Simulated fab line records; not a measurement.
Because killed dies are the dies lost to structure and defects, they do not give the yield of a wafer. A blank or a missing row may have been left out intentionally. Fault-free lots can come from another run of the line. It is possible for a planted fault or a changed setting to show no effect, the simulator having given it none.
Matching of chambers + flow gf180mcu + GF_V2_CVD_02 on pecvd-03 has 3 sister chambers
The step deposits SiO2 from TEOS, target thk 850 nm, time 94.851 s. 22 wafers are shown with their chamber, then 11 later ones without.

## WAFERS WITH THEIR CHAMBER
| wafer  | chamber | heaterPowerW (W) |
|--------|---------|------------------|
| L084.1 | 1       | 493              |
| L084.4 | 1       | 543              |
| L084.6 | 0       | 527              |
| L087.1 | 2       | 634              |
| L087.2 | 0       | 651              |
| L087.3 | 1       | 520              |
| L087.4 | 2       | 665              |
| L087.5 | 1       | 546              |
| L087.6 | 0       | 673              |
| L090.1 | 0       | 551              |
| L090.2 | 2       | 601              |
| L090.3 | 1       | 585              |
| L090.4 | 2       | 620              |
| L090.5 | 1       | 459              |
| L090.6 | 0       | 603              |
| L092.1 | 0       | 657              |
| L092.3 | 2       | 555              |
| L092.6 | 1       | 485              |
| L095.1 | 0       | 604              |
| L095.2 | 1       | 523              |
| L095.3 | 2       | 694              |
| L095.4 | 0       | 636              |

SIGNATURES (averages over the wafers above)
| reading      | chamber 0 | chamber 1 | chamber 2 | scatter within a chamber |
|--------------|-----------|-----------|-----------|--------------------------|
| heaterPowerW | 612.75    | 519.25    | 628.17    | 47                       |
Rule: for each reading, subtract the chamber's mean from the wafer's reading, divide by that reading's scatter and square the result; add these up over the readings and take the root, which gives the wafer's distance from the chamber. The wafer belongs to the nearest chamber; if the next one is less than 2 further off, it can't be placed. The scatter is the square root of a quotient: the sum, over the shown wafers, of each reading's squared deviation from its chamber's mean, divided by wafers minus chambers.

## WAFERS MISSING THEIR CHAMBER
| wafer  | heaterPowerW (W) |
|--------|------------------|
| L095.5 | 559              |
| L095.6 | 533              |
| L096.1 | 571              |
| L096.5 | 662              |
| L096.6 | 668              |
| L097.1 | 660              |
| L097.2 | 553              |
| L097.3 | 564              |
| L097.4 | 582              |
| L097.5 | 607              |
| L097.6 | 533              |

## WHICH CHAMBER EACH WENT THROUGH
| wafer  | from the rows above          | in truth |
|--------|------------------------------|----------|
| L095.5 | can't be placed: 1 or 0 or 2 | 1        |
| L095.6 | can't be placed: 1 or 0 or 2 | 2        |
| L096.1 | can't be placed: 0 or 1 or 2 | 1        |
| L096.5 | can't be placed: 2 or 0      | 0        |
| L096.6 | can't be placed: 2 or 0      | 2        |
| L097.1 | can't be placed: 2 or 0      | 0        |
| L097.2 | can't be placed: 1 or 0 or 2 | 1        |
| L097.3 | can't be placed: 1 or 0 or 2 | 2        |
| L097.4 | can't be placed: 0 or 2 or 1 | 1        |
| L097.5 | can't be placed: 0 or 2 or 1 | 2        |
| L097.6 | can't be placed: 1 or 0 or 2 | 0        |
Placed correctly: 0 of 11. These rows do not allow placing 11 (true chamber among the candidates in 11). Number placed wrongly: 0.
